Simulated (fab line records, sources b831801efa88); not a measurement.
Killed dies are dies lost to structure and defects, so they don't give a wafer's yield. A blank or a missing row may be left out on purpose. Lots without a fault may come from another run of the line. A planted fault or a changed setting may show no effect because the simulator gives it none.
Chamber matching | flow sky130 | SKY_VIA4_HDPCVD_00 on hdpcvd-01: 3 sister chambers
The step deposits SiO2, target thk 1750 nm, time 291.7 s. 3 wafers are shown with their chamber, then 7 later ones without.

WAFERS WITH THEIR CHAMBER
wafer  | chamber | sih4_flow_sccm (sccm)
L121.3 | 2       | 60.03
L123.2 | 1       | 59.88
L123.3 | 0       | 60.13

WAFERS WITHOUT THEIR CHAMBER
wafer  | sih4_flow_sccm (sccm)
L123.4 | 59.84
L136.1 | 59.91
L136.2 | 59.77
L136.5 | 60.10
L137.2 | 60.03
L137.4 | 59.88
L137.5 | 59.76

WHICH CHAMBER EACH WENT THROUGH
wafer  | from the rows above     | in truth
L123.4 | 1                       | 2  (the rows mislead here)
L136.1 | can't be placed: 1 or 2 | 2
L136.2 | 1                       | 1
L136.5 | can't be placed: 0 or 2 | 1
L137.2 | can't be placed: 2 or 0 | 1
L137.4 | 1                       | 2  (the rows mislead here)
L137.5 | 1                       | 1
Placed correctly: 2 of 7. Can't be placed from these rows: 3 (the true chamber is among the candidates in 1). Placed wrongly: 2.
How it was worked out, from the rows above alone: a wafer's distance from a chamber is the root of the sum, over the readings, of the square of ((its reading less the chamber's mean) divided by the reading's scatter). The wafer belongs to the nearest chamber; if the next one is less than 2 further off, it can't be placed. A chamber's mean is the mean of its shown wafers. The scatter: with one shown wafer a chamber, the root of the mean of the squares of how far each hidden wafer lies from its nearest shown one.
